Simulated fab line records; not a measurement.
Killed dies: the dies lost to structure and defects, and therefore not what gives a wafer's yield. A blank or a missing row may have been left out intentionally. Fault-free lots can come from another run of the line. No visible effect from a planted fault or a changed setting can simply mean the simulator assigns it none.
Which of the tools did it? | flow gf180mcu | 13 lots, 39 wafers sampled, at 1 step of a route of 602

== WHAT THE GAUGES SHOWED, per wafer ==
GF_V5_CD_MEAS_14: the cd target is 260 nm. Usual: cd nm at 260.1 nm, with a standard deviation of 1.2.
lot  | measured     | on        | cd nm (nm)        | flag
L286 | day 27 03:19 | cd sem-01 | 261.7 260.3 261.5 |
L287 | day 27 13:16 | cd sem-02 | 260.1 259.7 259.6 |
L288 | day 27 18:52 | cd sem-01 | 260.9 260.5 260.2 |
L289 | day 28 13:37 | cd sem-02 | 261.1 262.2 261.6 |
L291 | day 28 18:49 | cd sem-02 | 261.2 261.6 262.4 |
L292 | day 29 04:19 | cd sem-02 | 259.4 259.4 259.5 |
L295 | day 29 22:40 | cd sem-02 | 259.7 260.3 261.0 |
L299 | day 31 05:56 | cd sem-01 | 259.9 260.9 261.5 |
L305 | day 32 14:52 | cd sem-01 | 261.0 261.7 261.5 |
L306 | day 32 21:34 | cd sem-01 | 260.5 259.5 259.1 |
L307 | day 33 03:28 | cd sem-01 | 260.6 259.2 260.5 |
L308 | day 33 09:38 | cd sem-01 | 262.0 261.5 262.1 |
L309 | day 33 12:48 | cd sem-01 | 261.4 260.4 259.5 |

== TOOL THAT RAN EACH LOT (tool first, then ch and the chambers of the sampled wafers, then the start) ==
Before these readings, the record contains no process step.

== WHAT THE TOOLS THEMSELVES READ (means of the sampled wafers that have a number; where no wafer has one, the mark that the record gives instead) ==
The record holds no such reading with a usual standard deviation.

== THE ANSWER, worked out from the rows above alone ==
Rule: a lot counts as off when the mean over its wafers that have a number is more than 3 standard deviations away from the usual mean. A lot without any number at a reading at which 4 lots or more have one is off too. Any other lot the step has rows for is counted as sound. Order of review: gauges by route order, followed by the tools' own readings, for which a lot's mean as printed above is used. The first step at which some lot is off is used, and at that step the reading that is off furthest; a lot without a number counts as furthest.
Across all readings shown, no lot is off: no conclusion can be drawn from this.

== WHAT WAS PUT IN BY THE SIMULATOR ==
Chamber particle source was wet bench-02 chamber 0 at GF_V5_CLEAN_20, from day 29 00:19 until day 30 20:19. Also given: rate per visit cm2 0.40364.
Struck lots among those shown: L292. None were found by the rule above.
